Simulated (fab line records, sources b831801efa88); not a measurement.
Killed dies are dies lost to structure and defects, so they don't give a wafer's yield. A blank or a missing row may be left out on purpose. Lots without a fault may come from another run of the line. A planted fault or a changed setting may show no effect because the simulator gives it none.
Which tool did it? | flow gf180mcu | 11 lots, 33 wafers sampled, at 5 steps of a route of 602

WHAT THE GAUGES READ, wafer by wafer
GF_V2_THK_MEAS_25: measures by xrf. Usual: V2_W_THK 360 nm, standard deviation 6.1.
lot  | measured     | on            | V2_W_THK (nm) | flag
L158 | day 20 10:43 | film_metro-04 | 352 347 368   |
L159 | day 20 14:02 | film_metro-02 | 364 364 352   |
L161 | day 21 09:11 | film_metro-01 | 352 366 354   |
L163 | day 22 18:56 | film_metro-02 | 350 349 362   |
L169 | day 24 17:00 | film_metro-04 | 363 374 366   |
L173 | day 25 23:31 | film_metro-02 | 358 358 354   |
L174 | day 26 10:59 | film_metro-02 | 354 360 354   |
L176 | day 26 20:46 | film_metro-04 | 364 358 366   |
L178 | day 27 04:30 | film_metro-01 | 358 359 362   |
L180 | day 28 00:21 | film_metro-04 | 365 360 362   |
L181 | day 28 03:31 | film_metro-04 | 359 357 365   |

GF_V3_THK_MEAS_03. Usual: V3_CVD_02_THK 852 nm, standard deviation 12.
lot  | measured     | on            | V3_CVD_02_THK (nm) | flag
L158 | day 21 14:26 | film_metro-01 | 854 845 869        |
L159 | day 21 15:53 | film_metro-03 | 840 841 864        |
L161 | day 22 10:13 | film_metro-01 | 850 865 860        |
L163 | day 23 19:15 | film_metro-01 | 856 856 864        |
L169 | day 25 15:50 | film_metro-02 | 852 763 776        | OFF
L173 | day 26 21:58 | film_metro-01 | 847 863 859        |
L174 | day 27 08:23 | film_metro-01 | 843 855 868        |
L176 | day 27 20:27 | film_metro-03 | 855 873 855        |
L178 | day 28 01:20 | film_metro-03 | 841 866 857        |
L180 | day 28 21:01 | film_metro-01 | 846 875 870        |
L181 | day 29 00:44 | film_metro-02 | 853 858 857        |

WHICH TOOL RAN EACH LOT (tool, then ch and the chambers of the sampled wafers, then the start)
lot  | GF_V2_SPUTTER_22             | GF_M3_SPUTTER_00             | GF_V3_CVD_02
L158 | pvd_sputter-04, day 20 10:26 | pvd_sputter-02, day 20 11:04 | pecvd-03 ch 0,1, day 21 14:22
L159 | pvd_sputter-04, day 20 13:45 | pvd_sputter-03, day 20 14:23 | pecvd-01 ch 1,2, day 21 15:49
L161 | pvd_sputter-04, day 21 08:54 | pvd_sputter-03, day 21 09:32 | pecvd-04 ch 0,1, day 22 10:08
L163 | pvd_sputter-04, day 22 18:39 | pvd_sputter-01, day 22 19:22 | pecvd-03 ch 0,2, day 23 19:10
L169 | pvd_sputter-01, day 24 16:43 | pvd_sputter-01, day 24 17:22 | pecvd-01 ch 0,2, day 25 15:46
L173 | pvd_sputter-04, day 25 23:14 | pvd_sputter-02, day 25 23:52 | pecvd-04 ch 0,2, day 26 21:54
L174 | pvd_sputter-02, day 26 10:42 | pvd_sputter-02, day 26 11:20 | pecvd-04 ch 1,2, day 27 08:17
L176 | pvd_sputter-04, day 26 20:28 | pvd_sputter-01, day 26 21:07 | pecvd-04 ch 0,1, day 27 20:19
L178 | pvd_sputter-02, day 27 04:12 | pvd_sputter-01, day 27 04:51 | pecvd-03 ch 0,1, day 28 01:16
L180 | pvd_sputter-01, day 28 00:05 | pvd_sputter-03, day 28 00:43 | pecvd-04 ch 0,1,2, day 28 20:57
L181 | pvd_sputter-04, day 28 03:15 | pvd_sputter-01, day 28 03:53 | pecvd-03 ch 0,1, day 29 00:40
- GF_V2_SPUTTER_22: material TiN, target thk 10 nm, time 40 s.
- GF_M3_SPUTTER_00: material Ti, target thk 37.5 nm, time 150 s.
- GF_V3_CVD_02: deposits SiO2 from TEOS, target thk 850 nm, time 94.851 s.

WHAT THE TOOLS THEMSELVES READ (means of the sampled wafers that have a number; where no wafer has one, the mark that the record gives instead)
GF_V2_SPUTTER_22. Usual: throttle_valve_pct 30.6 %, standard deviation 0.74.
lot  | tool           | throttle_valve_pct (%) | flag
L158 | pvd_sputter-04 | 30.7                   |
L159 | pvd_sputter-04 | 30.7                   |
L161 | pvd_sputter-04 | 30.8                   |
L163 | pvd_sputter-04 | 31.1                   |
L169 | pvd_sputter-01 | 30.5                   |
L173 | pvd_sputter-04 | 31.0                   |
L174 | pvd_sputter-02 | 30.1                   |
L176 | pvd_sputter-04 | 30.8                   |
L178 | pvd_sputter-02 | 30.5                   |
L180 | pvd_sputter-01 | 30.3                   |
L181 | pvd_sputter-04 | 30.9                   |

GF_M3_SPUTTER_00. Usual: throttle_valve_pct 30.5 %, standard deviation 1.1.
lot  | tool           | throttle_valve_pct (%) | flag
L158 | pvd_sputter-02 | 30.8                   |
L159 | pvd_sputter-03 | 29.9                   |
L161 | pvd_sputter-03 | 30.5                   |
L163 | pvd_sputter-01 | 32.1                   |
L169 | pvd_sputter-01 | 31.3                   |
L173 | pvd_sputter-02 | 29.9                   |
L174 | pvd_sputter-02 | 29.9                   |
L176 | pvd_sputter-01 | 30.6                   |
L178 | pvd_sputter-01 | 30.6                   |
L180 | pvd_sputter-03 | 29.8                   |
L181 | pvd_sputter-01 | 31.2                   |

GF_V3_CVD_02. Usual: heater_power_w 635 W, standard deviation 85; run_length_s 122.6 s, standard deviation 0.57.
lot  | tool     | heater_power_w (W) | run_length_s (s) | flag
L158 | pecvd-03 | 557                | 122.6            |
L159 | pecvd-01 | 685                | 122.7            |
L161 | pecvd-04 | 680                | 122.8            |
L163 | pecvd-03 | 585                | 123.0            |
L169 | pecvd-01 | 615                | 117.7            | OFF
L173 | pecvd-04 | 602                | 122.3            |
L174 | pecvd-04 | 650                | 122.4            |
L176 | pecvd-04 | 627                | 123.0            |
L178 | pecvd-03 | 618                | 123.0            |
L180 | pecvd-04 | 629                | 122.5            |
L181 | pecvd-03 | 610                | 122.5            |

THE ANSWER, worked out from the rows above alone
Rule: a lot is off if the mean of its wafers that have a number lies more than 3 standard deviations from the usual mean. A lot without any number at a reading at which 4 lots or more have one is off too. The other lots that the step has rows for count as sound. The gauges are gone through in route order, then the tools' own readings, and for those a lot's mean is taken as printed above. The first step at which some lot is off is used, and at that step the reading that is off furthest; a lot without a number counts as furthest.
Off: L169, at GF_V3_THK_MEAS_03 (V3_CVD_02_THK).
A tool fits if, at a process step before that reading, it ran every lot that is off, and no sound lot after the first of them. The gauges at GF_V3_THK_MEAS_03 aren't tried: what is off there is off at GF_V3_CVD_02 too, on other tools, and a gauge's error can't cause that. One fits: pecvd-01 at GF_V3_CVD_02. Its last sound lot is L159 (day 21 15:49), its first lot that is off L169 (day 25 15:46): a fault that began between those two fits.
The tool's own readings at GF_V3_CVD_02 bear it out: on the lots that are off they differ by more than 5 times the standard deviation of the sound lots' means. run_length_s reads 117.7 s there against 122.7 s on the sound lots.

WHAT THE SIMULATOR HAD PUT IN
Process parameter drift: pecvd-01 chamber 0, from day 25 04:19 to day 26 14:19, at GF_V3_CVD_02. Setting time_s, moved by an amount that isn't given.
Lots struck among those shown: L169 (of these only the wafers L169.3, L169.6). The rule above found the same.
